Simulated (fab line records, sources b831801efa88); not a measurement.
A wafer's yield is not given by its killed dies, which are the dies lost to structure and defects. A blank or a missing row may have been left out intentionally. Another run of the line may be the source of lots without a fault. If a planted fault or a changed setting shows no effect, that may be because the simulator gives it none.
fab line records -- flow sky130 -- part 1 of 2: steps 1 to 32 of 41
record lots=5, wafers=15, last_day=52
route steps=708 shown METAL2@491 VIA2@507
lots that met no fault: taken from a fault-free run of the same line
start_h: the number of hours between the record's first day and the start of the first shown wafer of the lot -- wait_h: hours since the lot's step before -- " identical to the entry in the row above -- L1.1+2: one row covering several wafers at once -- - no value, or no start was given -- * or withheld: withheld -- < > ~ a bound
route shown NAME@n: a module of which the file shows steps, and the number in the route of the first -- usual: mean/standard deviation taken from wafers without a fault -- same: alike in all rows -- chamber/n: place in a boat -- sites: per-site readings -- _std_site: standard deviation across them -- _edge_site: mean of outer sites minus mean of inner sites -- radius_mm: how far each site lies from the wafer's centre -- mask NAME#n: copy n -- behind: the tool/chamber that last shaped the wafer -- hold: cause of the lot's hold/its duration in hours/its outcome -- device: the n, p or np transistor that did not switch -- end of line: the route-end tests of the same wafers -- a step given without rows: its recipe and nothing more -- killed: at the first sort, the dies lost to defects and structure; wafer yield is something else -- map: a wafer's dies, x killed, . not, _ none there
set.NAME: the setting that was run; set.NAME@STEP: the one run at that earlier step -- model.NAME: the simulator's own value behind a step, which no gauge read
lots seen at some steps along the route; tables by step, rows by wafer
services: when a tool's chamber went out of use (start_h, in hours from the record's first day, below 0 if earlier), for how many hours, and the reason
## steps
# step SKY_METAL2_HMDS_08
# recipe prime_time_s=60, prime_temp_c=120
lot.wafer,tool,chamber,start_h,wait_h
L076.1+3+6,litho_track-02,0,854.09,0.1
L089.1+2+6,litho_track-02,0,1009.75,0.1
L094.2+4+6,litho_track-04,0,1014.09,0.1
L095.1+2+3,litho_track-02,0,1018.00,0.1
L096.3+5+6,litho_track-03,0,1020.77,0.1
# step SKY_METAL2_COAT_09
# recipe resist=BARC, temp_c=withheld, time_s=withheld, spin_rpm=3000, resist_thk_nm=60
lot.wafer,tool,chamber,start_h,wait_h
L076.1+3+6,litho_track-02,0,854.24,0.1
L089.1+2+6,litho_track-02,0,1009.90,0.1
L094.2+4+6,litho_track-04,0,1014.24,0.1
L095.1+2+3,litho_track-02,0,1018.15,0.1
L096.3+5+6,litho_track-03,0,1020.92,0.1
# step SKY_METAL2_COAT_10
# recipe resist=KrF-thick, spin_rpm=3000, resist_thk_nm=450
lot.wafer,tool,chamber,start_h,wait_h
L076.1+3+6,litho_track-02,0,-,-
L089.1+2+6,litho_track-02,0,-,-
L094.2+4+6,litho_track-04,0,-,-
L095.1+2+3,litho_track-02,0,-,-
L096.3+5+6,litho_track-03,0,-,-
# step SKY_METAL2_SOFTBAKE_11
# recipe temp_c=100, time_s=90, resist=KrF-thick
lot.wafer,tool,chamber,start_h,wait_h
L076.1+3+6,litho_track-02,0,-,-
L089.1+2+6,litho_track-02,0,-,-
L094.2+4+6,litho_track-04,0,-,-
L095.1+2+3,litho_track-02,0,-,-
L096.3+5+6,litho_track-03,0,-,-
# step SKY_METAL2_EXPOSE_12
# recipe mask_id=MM2, na=0.8, source_shape=annular, sigma_inner=0.55, sigma_outer=0.85, target_cd_nm=140, dose_mj=28
lot.wafer,tool,chamber,start_h,wait_h,mask
L076.1+3+6,krf_scanner-01,0,-,-,MM2#0
L089.1+2+6,krf_scanner-01,0,-,-,MM2#0
L094.2+4+6,krf_scanner-02,0,-,-,MM2#0
L095.1+2+3,krf_scanner-02,0,-,-,MM2#0
L096.3+5+6,krf_scanner-01,0,-,-,MM2#0
# step SKY_METAL2_PEB_13
# recipe peb_temp_c=withheld, peb_time_s=withheld, resist=KrF-thick
lot.wafer,tool,chamber,start_h,wait_h
L076.1+3+6,litho_track-03,0,-,-
L089.1+2+6,litho_track-04,0,-,-
L094.2+4+6,litho_track-04,0,-,-
L095.1+2+3,litho_track-04,0,-,-
L096.3+5+6,litho_track-03,0,-,-
# step SKY_METAL2_DEVELOP_14
# recipe develop_time_s=60, resist=KrF-thick, dev_temp_c=21
lot.wafer,tool,chamber,start_h,wait_h
L076.1+3+6,litho_track-03,0,-,-
L089.1+2+6,litho_track-04,0,-,-
L094.2+4+6,litho_track-04,0,-,-
L095.1+2+3,litho_track-04,0,-,-
L096.3+5+6,litho_track-03,0,-,-
# step SKY_METAL2_CD_MEAS_15
# recipe target_cd_nm=140
# usual cd_nm=139.8/1.5
lot.wafer,tool,chamber,start_h,wait_h,cd_nm
L076.1,cd_sem-01,-,867.42,-,138.4
L076.3,cd_sem-01,-,867.42,-,139.9
L076.6,cd_sem-01,-,867.42,-,138.8
L089.1,cd_sem-01,-,1022.92,-,138.7
L089.2,cd_sem-01,-,1022.92,-,138.6
L089.6,cd_sem-01,-,1022.92,-,141.1
L094.2,cd_sem-02,-,1027.94,-,140.4
L094.4,cd_sem-02,-,1027.94,-,142.4
L094.6,cd_sem-02,-,1027.94,-,141.0
L095.1,cd_sem-02,-,1030.87,-,141.4
L095.2,cd_sem-02,-,1030.87,-,141.2
L095.3,cd_sem-02,-,1030.87,-,142.7
L096.3,cd_sem-01,-,1033.66,-,138.2
L096.5,cd_sem-01,-,1033.66,-,137.1
L096.6,cd_sem-01,-,1033.66,-,136.2
# step SKY_METAL2_OVL_MEAS_16
# usual METAL2_OVL=1/5.1
lot.wafer,tool,chamber,start_h,wait_h,METAL2_OVL[nm]
L076.1,overlay-02,-,867.54,0.1,-3
L076.3,overlay-02,-,867.54,0.1,-4
L076.6,overlay-02,-,867.54,0.1,-3
L089.1,overlay-01,-,1023.04,0.1,0
L089.2,overlay-01,-,1023.04,0.1,4
L089.6,overlay-01,-,1023.04,0.1,8
L094.2,overlay-01,-,1028.05,0.1,-1
L094.4,overlay-01,-,1028.05,0.1,1
L094.6,overlay-01,-,1028.05,0.1,1
L095.1,overlay-01,-,1030.99,0.1,5
L095.2,overlay-01,-,1030.99,0.1,-1
L095.3,overlay-01,-,1030.99,0.1,6
L096.3,overlay-02,-,1033.75,0.1,-1
L096.5,overlay-02,-,1033.75,0.1,-2
L096.6,overlay-02,-,1033.75,0.1,4
# step SKY_METAL2_DESCUM_17
# recipe chemistry=O2, source_power_w=150, bias_power_w=0, pressure_mtorr=10, temp_c=40, time_s=8
# usual drypump_motor_current_A=5.5/0.35, oes_product_au=0.997/0.014
lot.wafer,tool,chamber,start_h,wait_h,drypump_motor_current_A,oes_product_au,rf_hours_counter_h
L076.1,rie_metal-02,1,867.58,0.0,5.5,1.016,13
L076.3,rie_metal-02,1,867.58,0.0,5.5,1.013,-
L076.6,rie_metal-02,0,867.58,0.0,5.9,0.997,-
L089.1,rie_metal-03,1,1023.08,0.0,5.0,0.987,21
L089.2,rie_metal-03,1,1023.08,0.0,5.0,0.990,-
L089.6,rie_metal-03,1,1023.08,0.0,5.0,0.990,-
L094.2,rie_metal-03,1,1028.09,0.0,5.0,0.986,-
L094.4,rie_metal-03,1,1028.09,0.0,5.0,0.985,-
L094.6,rie_metal-03,1,1028.09,0.0,5.0,0.986,-
L095.1,rie_metal-03,0,1031.03,0.0,5.7,0.994,15
L095.2,rie_metal-03,1,1031.03,0.0,5.0,0.971,23
L095.3,rie_metal-03,0,1031.03,0.0,5.7,0.998,-
L096.3,rie_metal-03,1,1033.79,0.0,5.0,0.979,-
L096.5,rie_metal-03,1,1033.79,0.0,5.0,0.978,-
L096.6,rie_metal-03,0,1033.79,0.0,5.7,1.000,-
# step SKY_METAL2_ETCH_18
# recipe chemistry=N2/H2, target=BARC, ion_energy_ev=200, bias_w=100, pressure_mtorr=30, n2_flow_sccm=100, h2_flow_sccm=200, icp_w=500, stop_on=SiO2, time_s=45.9, target_depth_a=600
# usual drypump_motor_current_A=5.6/0.35, oes_product_au=0.855/0.0044, throttle_valve_pct=13.225/0.0087
lot.wafer,tool,chamber,start_h,wait_h,drypump_motor_current_A,oes_product_au,rf_hours_counter_h,throttle_valve_pct
L076.1,rie_metal-02,1,867.61,0.0,5.5,0.863,13,13.232
L076.3,rie_metal-02,1,867.61,0.0,5.6,0.861,-,13.243
L076.6,rie_metal-02,0,867.61,0.0,5.9,0.868,-,13.230
L089.1,rie_metal-03,1,1023.14,0.1,5.0,0.854,21,13.214
L089.2,rie_metal-03,1,1023.14,0.1,5.0,0.852,-,13.222
L089.6,rie_metal-03,1,1023.14,0.1,5.0,0.857,-,13.234
L094.2,rie_metal-03,1,1028.16,0.1,5.0,0.851,-,13.217
L094.4,rie_metal-03,1,1028.16,0.1,5.0,0.853,-,13.243
L094.6,rie_metal-03,1,1028.16,0.1,5.0,0.859,-,13.210
L095.1,rie_metal-03,0,1031.06,0.0,5.7,0.854,16,13.216
L095.2,rie_metal-03,1,1031.06,0.0,5.0,0.858,23,13.223
L095.3,rie_metal-03,0,1031.06,0.0,5.7,0.852,-,13.220
L096.3,rie_metal-03,1,1033.83,0.0,5.0,0.845,-,13.221
L096.5,rie_metal-03,1,1033.83,0.0,5.0,0.854,-,13.222
L096.6,rie_metal-03,0,1033.83,0.0,5.7,0.852,-,13.233
# step SKY_METAL2_METAL_ETCH_19
# recipe target_depth_a=3600, stop_on=SiO2, over_etch_frac=0.3, time_s=78, chemistry=Cl2/BCl3, resist_sidewall_deg=88, pressure_mtorr=10, icp_w=900, bias_w=48.5, Cl2_flow_sccm=60, bcl3_flow_sccm=30
# usual drypump_motor_current_A=5.5/0.35, oes_product_au=0.854/0.0057, throttle_valve_pct=22.265/0.0095
lot.wafer,tool,chamber,start_h,wait_h,drypump_motor_current_A,oes_product_au,rf_hours_counter_h,throttle_valve_pct
L076.1,rie_metal-02,1,867.67,0.0,5.5,0.858,13,22.255
L076.3,rie_metal-02,1,867.67,0.0,5.5,0.861,-,22.275
L076.6,rie_metal-02,0,867.67,0.0,5.9,0.848,-,22.271
L089.1,rie_metal-03,1,1023.27,0.1,5.0,0.856,21,22.249
L089.2,rie_metal-03,1,1023.27,0.1,5.0,0.859,-,22.269
L089.6,rie_metal-03,1,1023.27,0.1,5.0,0.859,-,22.267
L094.2,rie_metal-03,1,1028.30,0.1,5.0,0.857,-,22.269
L094.4,rie_metal-03,1,1028.30,0.1,5.0,0.864,-,22.281
L094.6,rie_metal-03,1,1028.30,0.1,5.0,0.854,-,22.265
L095.1,rie_metal-03,0,1031.12,0.0,5.7,0.855,16,22.263
L095.2,rie_metal-03,1,1031.12,0.0,5.0,0.854,23,22.275
L095.3,rie_metal-03,0,1031.12,0.0,5.7,0.856,-,22.276
L096.3,rie_metal-03,1,1033.90,0.1,5.0,0.853,-,22.268
L096.5,rie_metal-03,1,1033.90,0.1,5.0,0.856,-,22.271
L096.6,rie_metal-03,0,1033.90,0.1,5.7,0.855,-,22.265
# step SKY_METAL2_STRIP_20
# recipe chemistry=O2/N2, power_w=1400, pressure_mtorr=1500, platen_temp_c=withheld, o2_flow_sccm=3000, n2_flow_sccm=300, overash_fraction=0.5
# usual drypump_motor_current_A=5.69/0.21, oes_product_au=0.344/0.0049, strip_time_to_endpoint_s=2.73/0.068
lot.wafer,tool,chamber,start_h,wait_h,drypump_motor_current_A,oes_product_au,rf_hours_counter_h,strip_time_to_endpoint_s
L076.1,plasma_asher-04,0,867.76,0.1,5.78,0.341,73,2.68
L076.3,plasma_asher-04,0,867.76,0.1,5.81,0.344,-,2.66
L076.6,plasma_asher-04,1,867.76,0.1,5.80,0.340,-,2.78
L089.1,plasma_asher-04,1,1023.45,0.1,5.81,0.344,91,2.78
L089.2,plasma_asher-04,0,1023.45,0.1,5.81,0.336,91,2.75
L089.6,plasma_asher-04,0,1023.45,0.1,5.82,0.347,-,2.76
L094.2,plasma_asher-04,1,1028.45,0.1,5.79,0.344,92,2.79
L094.4,plasma_asher-04,0,1028.45,0.1,5.80,0.347,-,2.74
L094.6,plasma_asher-04,0,1028.45,0.1,5.80,0.350,-,2.76
L095.1,plasma_asher-04,1,1031.21,0.1,5.82,0.346,92,2.66
L095.2,plasma_asher-04,0,1031.21,0.1,5.79,0.353,92,2.76
L095.3,plasma_asher-04,1,1031.21,0.1,5.82,0.350,-,2.69
L096.3,plasma_asher-04,0,1034.00,0.1,5.80,0.346,-,2.74
L096.5,plasma_asher-04,1,1034.00,0.1,5.76,0.340,-,2.79
L096.6,plasma_asher-04,0,1034.00,0.1,5.78,0.348,-,2.66
# step SKY_METAL2_STRIP_21
# recipe chemistry=post_etch_residue_remover, time_s=1200, temp_c=72.5
# usual bath_guard_temp_C=72.4/0.62
lot.wafer,tool,chamber,start_h,wait_h,bath_guard_temp_C
L076.1,wet_bench-03,3,867.86,0.1,72.7
L076.3,wet_bench-03,3,867.86,0.1,72.7
L076.6,wet_bench-03,3,867.86,0.1,72.6
L089.1,wet_bench-02,1,1023.55,0.1,71.0
L089.2,wet_bench-02,1,1023.55,0.1,71.2
L089.6,wet_bench-02,1,1023.55,0.1,71.4
L094.2,wet_bench-04,2,1028.55,0.1,72.9
L094.4,wet_bench-04,2,1028.55,0.1,73.0
L094.6,wet_bench-04,2,1028.55,0.1,72.7
L095.1,wet_bench-04,0,1031.31,0.1,72.4
L095.2,wet_bench-04,0,1031.31,0.1,72.6
L095.3,wet_bench-04,0,1031.31,0.1,72.1
L096.3,wet_bench-03,0,1034.06,0.0,73.4
L096.5,wet_bench-03,0,1034.06,0.0,73.3
L096.6,wet_bench-03,0,1034.06,0.0,73.4
# step SKY_METAL2_CLEAN_22
# recipe chemistry=IPA, time_s=180, temp_c=25
lot.wafer,tool,chamber,start_h,wait_h
L076.1+3+6,wet_bench-04,2,868.24,0.0
L089.1+2+6,wet_bench-04,2,1023.89,0.0
L094.2+4+6,wet_bench-04,2,1028.89,0.0
L095.1+2+3,wet_bench-03,2,1031.65,0.0
L096.3+5+6,wet_bench-02,3,1034.41,0.0
# step SKY_METAL2_CLEAN_23
# recipe chemistry=O3/DIW, dry=n2_spin
lot.wafer,tool,chamber,start_h,wait_h
L076.1+3+6,wet_bench-02,1,868.30,0.0
L089.1+2+6,wet_bench-03,0,1024.00,0.0
L094.2+4+6,wet_bench-02,2,1028.95,0.0
L095.1+2+3,wet_bench-04,1,1031.71,0.0
L096.3+5+6,wet_bench-03,1,1034.53,0.0
# step SKY_VIA2_HDPCVD_00
# recipe material=SiO2, target_thk_nm=1180, sigma_open_frac=0.3, time_s=196.7, temp_c=400, sih4_flow_sccm=60, pressure_mtorr=6
# usual sih4_flow_sccm=60.03/0.19
lot.wafer,tool,chamber,start_h,wait_h,sih4_flow_sccm
L076.1,hdpcvd-01,0,868.39,0.0,60.24
L076.3,hdpcvd-01,2,868.39,0.0,59.94
L076.6,hdpcvd-01,0,868.39,0.0,60.28
L089.1,hdpcvd-02,0,1024.10,0.0,60.02
L089.2,hdpcvd-02,2,1024.10,0.0,60.03
L089.6,hdpcvd-02,0,1024.10,0.0,59.98
L094.2,hdpcvd-02,0,1029.04,0.0,59.93
L094.4,hdpcvd-02,1,1029.04,0.0,60.25
L094.6,hdpcvd-02,0,1029.04,0.0,59.57
L095.1,hdpcvd-01,2,1031.89,0.0,59.79
L095.2,hdpcvd-01,0,1031.89,0.0,60.16
L095.3,hdpcvd-01,1,1031.89,0.0,60.42
L096.3,hdpcvd-01,2,1034.62,0.0,60.05
L096.5,hdpcvd-01,1,1034.62,0.0,59.78
L096.6,hdpcvd-01,2,1034.62,0.0,60.06
# step SKY_VIA2_THK_MEAS_01
# recipe reads=SiO2_of_VIA2_HDPCVD_00
# usual VIA2_HDPCVD_THK=1172/13
lot.wafer,tool,chamber,start_h,wait_h,VIA2_HDPCVD_THK[nm]
L076.1,film_metro-01,-,868.52,0.1,1160
L076.3,film_metro-01,-,868.52,0.1,1186
L076.6,film_metro-01,-,868.52,0.1,1155
L089.1,film_metro-01,-,1024.22,0.1,1163
L089.2,film_metro-01,-,1024.22,0.1,1159
L089.6,film_metro-01,-,1024.22,0.1,1169
L094.2,film_metro-01,-,1029.17,0.1,1179
L094.4,film_metro-01,-,1029.17,0.1,1173
L094.6,film_metro-01,-,1029.17,0.1,1186
L095.1,film_metro-02,-,1032.02,0.1,1198
L095.2,film_metro-02,-,1032.02,0.1,1171
L095.3,film_metro-02,-,1032.02,0.1,1174
L096.3,film_metro-02,-,1034.77,0.1,1170
L096.5,film_metro-02,-,1034.77,0.1,1154
L096.6,film_metro-02,-,1034.77,0.1,1170
# step SKY_VIA2_CMP_02
# recipe material=SiO2, down_force_psi=4, platen_rpm=60, pad_velocity_m_s=0.94248
# usual motor_current_A=12.5/1
lot.wafer,tool,chamber,start_h,wait_h,motor_current_A
L076.3,cmp-01,0,868.63,0.1,13.4
L076.1,cmp-01,2,868.63,0.1,14.2
L076.6,cmp-01,3,868.63,0.1,11.6
L089.1,cmp-01,0,1024.38,0.1,13.4
L089.2,cmp-01,1,1024.38,0.1,10.8
L089.6,cmp-01,2,1024.38,0.1,13.9
L094.2,cmp-02,2,1029.22,0.0,13.3
L094.4,cmp-02,3,1029.22,0.0,11.9
L094.6,cmp-02,2,1029.22,0.0,13.7
L095.3,cmp-01,1,1032.08,0.0,10.8
L095.2,cmp-01,3,1032.08,0.0,12.7
L095.1,cmp-01,0,1032.08,0.0,13.2
L096.3,cmp-01,1,1035.06,0.3,11.8
L096.5,cmp-01,2,1035.06,0.3,13.8
L096.6,cmp-01,3,1035.06,0.3,12.1
# step SKY_VIA2_BOW_MEAS_03
# recipe mode=bow
# usual VIA2_BOW=86/7.6
lot.wafer,tool,chamber,start_h,wait_h,VIA2_BOW[um]
L076.1,film_metro-04,-,868.88,0.1,77
L076.3,film_metro-04,-,868.88,0.1,75
L076.6,film_metro-04,-,868.88,0.1,78
L089.1,film_metro-02,-,1024.58,0.1,85
L089.2,film_metro-02,-,1024.58,0.1,91
L089.6,film_metro-02,-,1024.58,0.1,82
L094.2,film_metro-02,-,1029.54,0.3,96
L094.4,film_metro-02,-,1029.54,0.3,90
L094.6,film_metro-02,-,1029.54,0.3,86
L095.1,film_metro-02,-,1032.38,0.1,70
L095.2,film_metro-02,-,1032.38,0.1,77
L095.3,film_metro-02,-,1032.38,0.1,85
L096.3,film_metro-02,-,1035.25,0.1,94
L096.5,film_metro-02,-,1035.25,0.1,92
L096.6,film_metro-02,-,1035.25,0.1,90
# step SKY_VIA2_DEHYDRATE_04
# recipe temp_c=200, time_s=60
lot.wafer,tool,chamber,start_h,wait_h
L076.1+3+6,litho_track-03,0,882.87,14.0
L089.1+2+6,litho_track-03,0,1035.62,11.0
L094.2+4+6,litho_track-02,0,1041.02,11.5
L095.1+2+3,litho_track-03,0,1043.52,11.1
L096.3+5+6,litho_track-03,0,1046.37,11.1
# step SKY_VIA2_HMDS_05
# recipe prime_time_s=60, prime_temp_c=120
lot.wafer,tool,chamber,start_h,wait_h
L076.1+3+6,litho_track-03,0,883.02,0.1
L089.1+2+6,litho_track-03,0,1035.77,0.1
L094.2+4+6,litho_track-02,0,1041.17,0.1
L095.1+2+3,litho_track-03,0,1043.67,0.1
L096.3+5+6,litho_track-03,0,1046.52,0.1
# step SKY_VIA2_COAT_06
# recipe resist=BARC, temp_c=withheld, time_s=withheld, spin_rpm=3000, resist_thk_nm=60
lot.wafer,tool,chamber,start_h,wait_h
L076.1+3+6,litho_track-03,0,883.17,0.1
L089.1+2+6,litho_track-03,0,1035.92,0.1
L094.2+4+6,litho_track-02,0,1041.32,0.1
L095.1+2+3,litho_track-03,0,1043.82,0.1
L096.3+5+6,litho_track-03,0,1046.67,0.1
# step SKY_VIA2_COAT_07
# recipe resist=KrF-thick, spin_rpm=3000, resist_thk_nm=450
lot.wafer,tool,chamber,start_h,wait_h
L076.1+3+6,litho_track-03,0,-,-
L089.1+2+6,litho_track-03,0,-,-
L094.2+4+6,litho_track-02,0,-,-
L095.1+2+3,litho_track-03,0,-,-
L096.3+5+6,litho_track-03,0,-,-
# step SKY_VIA2_SOFTBAKE_08
# recipe temp_c=100, time_s=90, resist=KrF-thick
lot.wafer,tool,chamber,start_h,wait_h
L076.1+3+6,litho_track-03,0,-,-
L089.1+2+6,litho_track-03,0,-,-
L094.2+4+6,litho_track-02,0,-,-
L095.1+2+3,litho_track-03,0,-,-
L096.3+5+6,litho_track-03,0,-,-
# step SKY_VIA2_EXPOSE_09
# recipe mask_id=VIM2, na=0.8, source_shape=annular, sigma_inner=0.55, sigma_outer=0.85, target_cd_nm=200, dose_mj=38
lot.wafer,tool,chamber,start_h,wait_h,mask
L076.1+3+6,krf_scanner-02,0,-,-,VIM2#0
L089.1+2+6,krf_scanner-01,0,-,-,VIM2#0
L094.2+4+6,krf_scanner-02,0,-,-,VIM2#0
L095.1+2+3,krf_scanner-02,0,-,-,VIM2#0
L096.3+5+6,krf_scanner-01,0,-,-,VIM2#0
# step SKY_VIA2_PEB_10
# recipe peb_temp_c=withheld, peb_time_s=withheld, resist=KrF-thick
lot.wafer,tool,chamber,start_h,wait_h
L076.1+3+6,litho_track-03,0,-,-
L089.1+2+6,litho_track-01,0,-,-
L094.2+4+6,litho_track-02,0,-,-
L095.1+2+3,litho_track-03,0,-,-
L096.3+5+6,litho_track-01,0,-,-
# step SKY_VIA2_DEVELOP_11
# recipe develop_time_s=60, resist=KrF-thick, dev_temp_c=21
lot.wafer,tool,chamber,start_h,wait_h
L076.1+3+6,litho_track-03,0,-,-
L089.1+2+6,litho_track-01,0,-,-
L094.2+4+6,litho_track-02,0,-,-
L095.1+2+3,litho_track-03,0,-,-
L096.3+5+6,litho_track-01,0,-,-
# step SKY_VIA2_CD_MEAS_12
# recipe target_cd_nm=200
# usual cd_nm=200.2/1.3
lot.wafer,tool,chamber,start_h,wait_h,cd_nm
L076.1,cd_sem-01,-,896.27,-,200.1
L076.3,cd_sem-01,-,896.27,-,200.5
L076.6,cd_sem-01,-,896.27,-,200.2
L089.1,cd_sem-01,-,1048.60,-,201.1
L089.2,cd_sem-01,-,1048.60,-,201.8
L089.6,cd_sem-01,-,1048.60,-,201.2
L094.2,cd_sem-01,-,1053.92,-,198.1
L094.4,cd_sem-01,-,1053.92,-,199.3
L094.6,cd_sem-01,-,1053.92,-,198.1
L095.1,cd_sem-01,-,1055.72,-,200.9
L095.2,cd_sem-01,-,1055.72,-,200.1
L095.3,cd_sem-01,-,1055.72,-,202.1
L096.3,cd_sem-02,-,1059.19,-,197.4
L096.5,cd_sem-02,-,1059.19,-,198.4
L096.6,cd_sem-02,-,1059.19,-,198.6
# step SKY_VIA2_OVL_MEAS_13
# usual VIA2_OVL=-3/4.7
lot.wafer,tool,chamber,start_h,wait_h,VIA2_OVL[nm]
L076.1,overlay-01,-,896.39,0.1,11
L076.3,overlay-01,-,896.39,0.1,7
L076.6,overlay-01,-,896.39,0.1,-2
L089.1,overlay-01,-,1048.72,0.1,-5
L089.2,overlay-01,-,1048.72,0.1,8
L089.6,overlay-01,-,1048.72,0.1,-3
L094.2,overlay-02,-,1054.02,0.1,-3
L094.4,overlay-02,-,1054.02,0.1,-7
L094.6,overlay-02,-,1054.02,0.1,-1
L095.1,overlay-02,-,1055.84,0.1,0
L095.2,overlay-02,-,1055.84,0.1,6
L095.3,overlay-02,-,1055.84,0.1,2
L096.3,overlay-02,-,1059.28,0.1,-4
L096.5,overlay-02,-,1059.28,0.1,0
L096.6,overlay-02,-,1059.28,0.1,-1
# step SKY_VIA2_ETCH_14
# recipe chemistry=N2/H2, target=BARC, ion_energy_ev=200, source_w=500, bias_w=100, pressure_mtorr=30, n2_flow_sccm=100, h2_flow_sccm=200, stop_on=SiO2, time_s=45.9, target_depth_a=600
# usual drypump_motor_current_A=5.4/0.49, oes_product_au=0.855/0.0048, throttle_valve_pct=13.224/0.0094
lot.wafer,tool,chamber,start_h,wait_h,drypump_motor_current_A,oes_product_au,rf_hours_counter_h,throttle_valve_pct
L076.1,rie_diel-03,3,896.43,0.0,6.3,0.858,25,13.230
L076.3,rie_diel-03,2,896.43,0.0,4.9,0.849,10,13.241
L076.6,rie_diel-03,3,896.43,0.0,6.3,0.854,-,13.225
L089.1,rie_diel-01,0,1048.75,0.0,5.2,0.858,19,13.231
L089.2,rie_diel-01,3,1048.75,0.0,5.0,0.850,14,13.213
L089.6,rie_diel-01,3,1048.75,0.0,5.0,0.849,-,13.232
L094.2,rie_diel-03,1,1054.05,0.0,6.4,0.852,19,13.224
L094.4,rie_diel-03,0,1054.05,0.0,5.4,0.862,6,13.227
L094.6,rie_diel-03,0,1054.05,0.0,5.3,0.857,-,13.226
L095.1,rie_diel-01,3,1055.88,0.0,5.0,0.850,15,13.243
L095.2,rie_diel-01,0,1055.88,0.0,5.2,0.854,20,13.213
L095.3,rie_diel-01,2,1055.88,0.0,5.5,0.848,24,13.238
L096.3,rie_diel-01,0,1059.30,0.0,5.2,0.856,20,13.229
L096.5,rie_diel-01,2,1059.30,0.0,5.4,0.857,-,13.231
L096.6,rie_diel-01,0,1059.30,0.0,5.2,0.852,-,13.225
# step SKY_VIA2_ETCH_15
# recipe target=SiO2, chemistry=C4F8/O2/Ar, target_depth_nm=546, stop_on=TiN, mask_material=KrF-thick, source_w=1500, bias_w=1200, pressure_mtorr=40, c4f8_flow_sccm=withheld, O2_flow_sccm=6, Ar_flow_sccm=300, time_s=84
# usual oes_product_au=0.940/0.0052
lot.wafer,tool,chamber,start_h,wait_h,oes_product_au,rf_hours_counter_h
L076.1,rie_diel-03,3,896.47,0.0,0.937,25
L076.3,rie_diel-03,2,896.47,0.0,0.946,10
L076.6,rie_diel-03,3,896.47,0.0,0.937,-
L089.1,rie_diel-01,0,1048.79,0.0,0.944,19
L089.2,rie_diel-01,3,1048.79,0.0,0.932,14
L089.6,rie_diel-01,3,1048.79,0.0,0.938,-
L094.2,rie_diel-03,1,1054.09,0.0,0.943,19
L094.4,rie_diel-03,0,1054.09,0.0,0.940,6
L094.6,rie_diel-03,0,1054.09,0.0,0.939,-
L095.1,rie_diel-01,3,1055.92,0.0,0.940,15
L095.2,rie_diel-01,0,1055.92,0.0,0.941,20
L095.3,rie_diel-01,2,1055.92,0.0,0.938,24
L096.3,rie_diel-01,0,1059.34,0.0,0.939,20
L096.5,rie_diel-01,2,1059.34,0.0,0.940,-
L096.6,rie_diel-01,0,1059.34,0.0,0.935,-
